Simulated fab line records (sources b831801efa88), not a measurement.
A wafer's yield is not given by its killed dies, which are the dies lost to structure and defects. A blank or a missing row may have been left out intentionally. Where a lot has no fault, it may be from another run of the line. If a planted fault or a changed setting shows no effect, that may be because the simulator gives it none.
fab line records | flow gf180mcu
record lots=14 | wafers=42 | lastDay=34
route steps=602 shown STI@3 VT_IMPLANT@96
lots that met no fault: from a run of the same line without faults
startH: hours from the record's first day to the start of the lot's first wafer shown | waitH: time in hours since the lot's previous step | " unchanged from the row above | L1.1+2: a single row standing in for several wafers | - no value present, or no start provided | * or withheld: withheld | < > ~ a bound
route shown NAME@n: a module of which the file shows steps, and the number in the route of the first | usual: mean and standard deviation over wafers with no fault | same: alike in all rows | chamber/n: place in a boat | sites: per-site readings | _std_site: standard deviation of those values | _edge_site: mean of outer sites minus mean of inner sites | radiusMm: how far each site lies from the wafer's centre | mask NAME#n: copy n | behind: the last tool/chamber to shape the wafer | hold: what put the lot on hold/how long, in hours/how the hold closed | device: the transistor (n, p or np) that didn't switch | end of line: the tests these same wafers got at the end of their route | a step with no rows: only its recipe | killed: not the wafer's yield, but the dies lost to structure and defects at the first sort | map: the dies of a wafer, with x for killed, . for not killed, _ for no die there
set.NAME: the run value of the setting; set.NAME@STEP: its run value at that earlier step | model.NAME: the simulator's own value behind a step, which no gauge read
the route's steps for a sample of lots (tables are steps, rows are wafers)
services: the hour from which a tool's chamber was out of use, counted from the record's first day as startH (under 0 if before that day), plus the number of hours and why
## steps
# step GF_STI_THK_MEAS_02
# recipe reads=SiO2_of_STI_OXIDATION_01
# usual STI_OXIDATION_THK=10.01/0.16
lot.wafer | tool         | chamber | startH | waitH | STI_OXIDATION_THK[nm]
L318.4    | filmMetro-04 | -       | 12.10  | 0.0   | 10.06
L318.5    | "            | -       | "      | "     | 10.13
L318.6    | "            | -       | "      | "     | 10.00
L319.1    | filmMetro-04 | -       | 16.95  | 0.0   | 9.81
L319.3    | "            | -       | "      | "     | 9.81
L319.5    | "            | -       | "      | "     | 9.95
L321.2    | filmMetro-03 | -       | 26.52  | 0.0   | 9.99
L321.3    | "            | -       | "      | "     | 9.99
L321.5    | "            | -       | "      | "     | 10.02
L323.1    | filmMetro-04 | -       | 41.05  | 0.0   | 10.02
L323.4    | "            | -       | "      | "     | 9.98
L323.6    | "            | -       | "      | "     | 10.10
L326.2    | filmMetro-02 | -       | 52.23  | 0.0   | 10.11
L326.3    | "            | -       | "      | "     | 10.19
L326.5    | "            | -       | "      | "     | 9.92
L327.1    | filmMetro-04 | -       | 56.51  | 0.0   | 10.30
L327.4    | "            | -       | "      | "     | 10.12
L327.6    | "            | -       | "      | "     | 10.15
L333.3    | filmMetro-04 | -       | 87.41  | 0.0   | 10.00
L333.4    | "            | -       | "      | "     | 10.07
L333.6    | "            | -       | "      | "     | 10.21
L334.1    | filmMetro-02 | -       | 91.52  | 0.0   | 9.95
L334.5    | "            | -       | "      | "     | 9.88
L334.6    | "            | -       | "      | "     | 9.89
L335.1    | filmMetro-04 | -       | 100.64 | 0.0   | 9.99
L335.5    | "            | -       | "      | "     | 10.08
L335.6    | "            | -       | "      | "     | 10.13
L336.2    | filmMetro-04 | -       | 104.62 | 0.0   | 10.32
L336.3    | "            | -       | "      | "     | 10.32
L336.5    | "            | -       | "      | "     | 10.26
L337.3    | filmMetro-03 | -       | 108.64 | 0.0   | 10.07
L337.5    | "            | -       | "      | "     | 10.07
L337.6    | "            | -       | "      | "     | 10.33
L339.1    | filmMetro-03 | -       | 116.51 | 0.0   | 9.76
L339.5    | "            | -       | "      | "     | 9.69
L339.6    | "            | -       | "      | "     | 9.94
L340.1    | filmMetro-04 | -       | 121.51 | 0.0   | 9.93
L340.4    | "            | -       | "      | "     | 9.76
L340.6    | "            | -       | "      | "     | 9.94
L341.2    | filmMetro-04 | -       | 126.52 | 0.0   | 10.19
L341.3    | "            | -       | "      | "     | 10.26
L341.6    | "            | -       | "      | "     | 10.07
# step GF_VT_IMPLANT_DEVELOP_06
# recipe developTimeS=60 | devTempC=23
# usual chillPlateTempC=23.02/0.099 | developTimeS=60/0 | developerTempC=23.02/0.11 | resistLineTempC=23.00/0.099
lot.wafer | tool          | chamber | startH | waitH | chillPlateTempC | developTimeS | developerTempC | resistLineTempC
L318.4    | lithoTrack-03 | 0       | 109.42 | 0.1   | 22.92           | 60           | 23.09          | 23.00
L318.5    | "             | 0       | "      | "     | 22.90           | 60           | 23.07          | 23.06
L318.6    | "             | 0       | "      | "     | 22.98           | 60           | 23.01          | 23.05
L319.1    | lithoTrack-02 | 0       | 125.23 | 0.1   | 23.07           | 60           | 22.97          | 22.95
L319.3    | "             | 0       | "      | "     | 23.07           | 60           | 23.07          | 23.08
L319.5    | "             | 0       | "      | "     | 23.00           | 60           | 22.95          | 22.91
L321.2    | lithoTrack-02 | 0       | 132.15 | 0.1   | 23.03           | 60           | 23.07          | 23.13
L321.3    | "             | 0       | "      | "     | 23.05           | 60           | 23.24          | 23.09
L321.5    | "             | 0       | "      | "     | 23.10           | 60           | 23.14          | 23.06
L323.1    | lithoTrack-02 | 0       | 143.13 | 0.1   | 23.00           | 60           | 23.02          | 23.07
L323.4    | "             | 0       | "      | "     | 22.97           | 60           | 22.94          | 23.11
L323.6    | "             | 0       | "      | "     | 23.11           | 60           | 23.07          | 23.12
L326.2    | lithoTrack-02 | -       | 167.55 | 0.1   | -               | -            | -              | -
L326.3    | "             | -       | "      | "     | -               | -            | -              | -
L326.5    | "             | -       | "      | "     | -               | -            | -              | -
L327.1    | lithoTrack-01 | -       | 168.40 | 0.1   | -               | -            | -              | -
L327.4    | "             | -       | "      | "     | -               | -            | -              | -
L327.6    | "             | -       | "      | "     | -               | -            | -              | -
L333.3    | lithoTrack-03 | 0       | 205.84 | 0.1   | 22.87           | 60           | 22.88          | 23.07
L333.4    | "             | 0       | "      | "     | 22.90           | 60           | 23.03          | 22.87
L333.6    | "             | 0       | "      | "     | 22.85           | 60           | 22.98          | 23.03
L334.1    | lithoTrack-02 | 0       | 207.58 | 0.1   | 22.96           | 60           | 23.01          | 23.01
L334.5    | "             | 0       | "      | "     | 23.09           | 60           | 22.99          | 22.99
L334.6    | "             | 0       | "      | "     | 23.04           | 60           | 22.95          | 23.01
L335.1    | lithoTrack-02 | 0       | 222.62 | 0.1   | 23.10           | 60           | 23.12          | 23.18
L335.5    | "             | 0       | "      | "     | 22.99           | 60           | 23.18          | 23.08
L335.6    | "             | 0       | "      | "     | 22.98           | 60           | 22.99          | 23.05
L336.2    | lithoTrack-02 | 0       | 229.75 | 0.1   | 23.31           | 60           | 23.05          | 22.74
L336.3    | "             | 0       | "      | "     | 23.08           | 60           | 23.20          | 22.96
L336.5    | "             | 0       | "      | "     | 23.07           | 60           | 23.31          | 22.96
L337.3    | lithoTrack-02 | 0       | 234.42 | 0.1   | 22.95           | 60           | 22.83          | 23.14
L337.5    | "             | 0       | "      | "     | 22.81           | 60           | 22.93          | 22.99
L337.6    | "             | 0       | "      | "     | 22.95           | 60           | 22.91          | 23.01
L339.1    | lithoTrack-02 | 0       | 243.87 | 0.1   | 22.94           | 60           | 23.14          | 23.09
L339.5    | "             | 0       | "      | "     | 23.02           | 60           | 23.06          | 23.13
L339.6    | "             | 0       | "      | "     | 23.02           | 60           | 23.04          | 23.05
L340.1    | lithoTrack-03 | 0       | 244.09 | 0.1   | 22.88           | 60           | 23.27          | 22.99
L340.4    | "             | 0       | "      | "     | 22.89           | 60           | 23.22          | 23.17
L340.6    | "             | 0       | "      | "     | 23.00           | 60           | 23.08          | 23.08
L341.2    | lithoTrack-03 | 0       | 251.22 | 0.1   | 23.01           | 60           | 22.84          | 23.05
L341.3    | "             | 0       | "      | "     | 22.95           | 60           | 23.00          | 22.96
L341.6    | "             | 0       | "      | "     | 23.16           | 60           | 22.99          | 23.00
# step GF_VT_IMPLANT_OVL_MEAS_07
# usual VT_IMPLANT_OVL=-1.0/1.4
lot.wafer | tool       | chamber | startH | waitH | VT_IMPLANT_OVL[nm]
L318.4    | overlay-01 | -       | 109.51 | 0.1   | 3.0
L318.5    | "          | -       | "      | "     | 1.9
L318.6    | "          | -       | "      | "     | 1.7
L319.1    | overlay-01 | -       | 125.38 | 0.1   | -0.2
L319.3    | "          | -       | "      | "     | -0.9
L319.5    | "          | -       | "      | "     | -0.5
L321.2    | overlay-02 | -       | 132.28 | 0.1   | -2.4
L321.3    | "          | -       | "      | "     | -1.5
L321.5    | "          | -       | "      | "     | -0.4
L323.1    | overlay-02 | -       | 143.28 | 0.1   | 0.1
L323.4    | "          | -       | "      | "     | 0.4
L323.6    | "          | -       | "      | "     | 1.1
L326.2    | overlay-01 | -       | 167.68 | 0.1   | -
L326.3    | "          | -       | "      | "     | -
L326.5    | "          | -       | "      | "     | -
L327.1    | overlay-02 | -       | 168.55 | 0.1   | -
L327.4    | "          | -       | "      | "     | -
L327.6    | "          | -       | "      | "     | -
L333.3    | overlay-02 | -       | 205.96 | 0.1   | -1.1
L333.4    | "          | -       | "      | "     | -1.2
L333.6    | "          | -       | "      | "     | -1.5
L334.1    | overlay-02 | -       | 207.73 | 0.1   | -1.5
L334.5    | "          | -       | "      | "     | -2.5
L334.6    | "          | -       | "      | "     | -4.3
L335.1    | overlay-02 | -       | 222.77 | 0.1   | -3.3
L335.5    | "          | -       | "      | "     | -2.9
L335.6    | "          | -       | "      | "     | -2.1
L336.2    | overlay-02 | -       | 229.88 | 0.1   | 0.2
L336.3    | "          | -       | "      | "     | 0.7
L336.5    | "          | -       | "      | "     | -1.3
L337.3    | overlay-01 | -       | 234.54 | 0.1   | -1.1
L337.5    | "          | -       | "      | "     | -2.0
L337.6    | "          | -       | "      | "     | -2.4
L339.1    | overlay-01 | -       | 244.02 | 0.1   | -0.1
L339.5    | "          | -       | "      | "     | -0.4
L339.6    | "          | -       | "      | "     | 0.8
L340.1    | overlay-02 | -       | 244.24 | 0.1   | 1.1
L340.4    | "          | -       | "      | "     | 0.4
L340.6    | "          | -       | "      | "     | -0.6
L341.2    | overlay-02 | -       | 251.35 | 0.1   | -0.5
L341.3    | "          | -       | "      | "     | 0.8
L341.6    | "          | -       | "      | "     | 0.2
# step GF_VT_IMPLANT_STRIP_09
# recipe chemistry=O2/N2 | powerW=1400 | pressureMtorr=1500 | platenTempC=250 | o2FlowSccm=3000 | n2FlowSccm=300 | overashFraction=0.5
# usual drypumpMotorCurrentA=6.0/0.52 | heaterPowerW=334/34 | oesProductAu=0.716/0.0048 | stripTimeToEndpointS=12.63/0.033
lot.wafer | tool           | chamber | startH | waitH | drypumpMotorCurrentA | heaterPowerW | oesProductAu | rfHoursCounterH | stripTimeToEndpointS
L318.4    | plasmaAsher-02 | 0       | 109.71 | 0.1   | 5.3                  | 333          | 0.711        | -               | 12.66
L318.5    | "              | 1       | "      | "     | 6.5                  | 302          | 0.709        | -               | 12.69
L318.6    | "              | 0       | "      | "     | 5.3                  | 331          | 0.709        | -               | 12.63
L319.1    | plasmaAsher-01 | 0       | 125.56 | 0.1   | 6.0                  | 287          | 0.715        | 51              | 12.66
L319.3    | "              | 0       | "      | "     | 6.0                  | 279          | 0.715        | -               | 12.69
L319.5    | "              | 0       | "      | "     | 6.0                  | 283          | 0.714        | -               | 12.65
L321.2    | plasmaAsher-02 | 1       | 132.46 | 0.1   | 6.6                  | 304          | 0.725        | 46              | 12.60
L321.3    | "              | 0       | "      | "     | 5.3                  | 341          | 0.710        | -               | 12.59
L321.5    | "              | 0       | "      | "     | 5.3                  | 337          | 0.717        | -               | 12.60
L323.1    | plasmaAsher-03 | 1       | 143.46 | 0.1   | 6.0                  | 361          | 0.714        | 34              | 12.64
L323.4    | "              | 0       | "      | "     | 6.8                  | 353          | 0.715        | -               | 12.61
L323.6    | "              | 0       | "      | "     | 6.7                  | 352          | 0.714        | -               | 12.67
L326.2    | plasmaAsher-01 | 1       | 167.86 | 0.1   | 5.6                  | 398          | 0.714        | 55              | 12.63
L326.3    | "              | 0       | "      | "     | 6.0                  | 282          | 0.719        | -               | 12.57
L326.5    | "              | 1       | "      | "     | 5.6                  | 371          | 0.715        | -               | 12.59
L327.1    | plasmaAsher-02 | 1       | 168.74 | 0.1   | 6.6                  | 298          | 0.720        | 50              | 12.63
L327.4    | "              | 0       | "      | "     | 5.3                  | 335          | 0.716        | -               | 12.67
L327.6    | "              | 1       | "      | "     | 6.5                  | 301          | 0.716        | -               | 12.63
L333.3    | plasmaAsher-02 | 1       | 206.16 | 0.1   | 6.6                  | 303          | 0.721        | -               | 12.60
L333.4    | "              | 0       | "      | "     | 5.3                  | 336          | 0.718        | -               | 12.58
L333.6    | "              | 1       | "      | "     | 6.6                  | 299          | 0.712        | -               | 12.64
L334.1    | plasmaAsher-02 | 0       | 207.91 | 0.1   | 5.3                  | 328          | 0.725        | 54              | 12.66
L334.5    | "              | 0       | "      | "     | 5.3                  | 339          | 0.716        | -               | 12.60
L334.6    | "              | 1       | "      | "     | 6.6                  | 311          | 0.714        | -               | 12.62
L335.1    | plasmaAsher-02 | 1       | 222.96 | 0.1   | 6.5                  | 303          | 0.712        | 56              | 12.60
L335.5    | "              | 0       | "      | "     | 5.3                  | 333          | 0.719        | -               | 12.66
L335.6    | "              | 1       | "      | "     | 6.6                  | 296          | 0.717        | -               | 12.61
L336.2    | plasmaAsher-03 | 1       | 230.06 | 0.1   | 5.9                  | 364          | 0.714        | 43              | 12.66
L336.3    | "              | 0       | "      | "     | 6.8                  | 357          | 0.721        | -               | 12.61
L336.5    | "              | 0       | "      | "     | 6.7                  | 359          | 0.712        | -               | 12.64
L337.3    | plasmaAsher-01 | 1       | 234.74 | 0.1   | 5.6                  | 384          | 0.716        | -               | 12.63
L337.5    | "              | 0       | "      | "     | 6.0                  | 289          | 0.712        | -               | 12.57
L337.6    | "              | 1       | "      | "     | 5.6                  | 385          | 0.714        | -               | 12.58
L339.1    | plasmaAsher-02 | 1       | 244.21 | 0.1   | 6.6                  | 301          | 0.715        | 58              | 12.62
L339.5    | "              | 1       | "      | "     | 6.6                  | 299          | 0.711        | -               | 12.59
L339.6    | "              | 0       | "      | "     | 5.3                  | 340          | 0.717        | -               | 12.61
L340.1    | plasmaAsher-01 | 0       | 244.43 | 0.1   | 6.0                  | 288          | 0.716        | 63              | 12.58
L340.4    | "              | 0       | "      | "     | 6.0                  | 285          | 0.715        | -               | 12.62
L340.6    | "              | 1       | "      | "     | 5.6                  | 383          | 0.717        | -               | 12.58
L341.2    | plasmaAsher-02 | 0       | 251.53 | 0.1   | 5.3                  | 339          | 0.727        | 59              | 12.59
L341.3    | "              | 0       | "      | "     | 5.3                  | 330          | 0.710        | -               | 12.57
L341.6    | "              | 1       | "      | "     | 6.6                  | 310          | 0.718        | -               | 12.60
## services
tool           | chamber | startH | hours | kind
plasmaAsher-02 | -       | 164.51 | 1.8   | repair
plasmaAsher-01 | -       | 169.55 | 4.5   | repair
plasmaAsher-03 | -       | 213.06 | 3.3   | repair
plasmaAsher-02 | -       | 229.41 | 0.8   | repair
## key
firstSign step=GF_VT_IMPLANT_DEVELOP_06 | reading=toolRecord | direction=missing
effect none on later readings
metAt GF_VT_IMPLANT_DEVELOP_06
struckLots L326,L327
laterRowsLeftOut L326.2,L326.3,L326.5,L327.1,L327.4,L327.6
sortLeftOut L326.2,L326.3,L326.5,L327.1,L327.4,L327.6
testerLeftOut L326,L327
notActingAt GF_STI_THK_MEAS_02,GF_VT_IMPLANT_OVL_MEAS_07,GF_VT_IMPLANT_STRIP_09
onsetBetween 143.13 167.55
fault kind=skippedStepWhole | tool=lithoTrack-01,lithoTrack-02 | chamber=- | onsetH=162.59 | steps=GF_VT_IMPLANT_DEVELOP_06 | scope=struckLotsOnly
# testerLeftOut: of these lots the tester's yield and bins aren't shown, on N5 and GAA mostly nor the transistor test; their killed dies are dies lost to structure and defects alone, not to doping, threshold or leakage, so they don't give the yield
# sortLeftOut: the simulated sort isn't trusted on such a fault, so these wafers' sort isn't shown, and their yield isn't known
# laterRowsLeftOut: the simulator's readings of these wafers behind a module that went badly wrong aren't trusted and aren't shown, but for the sort
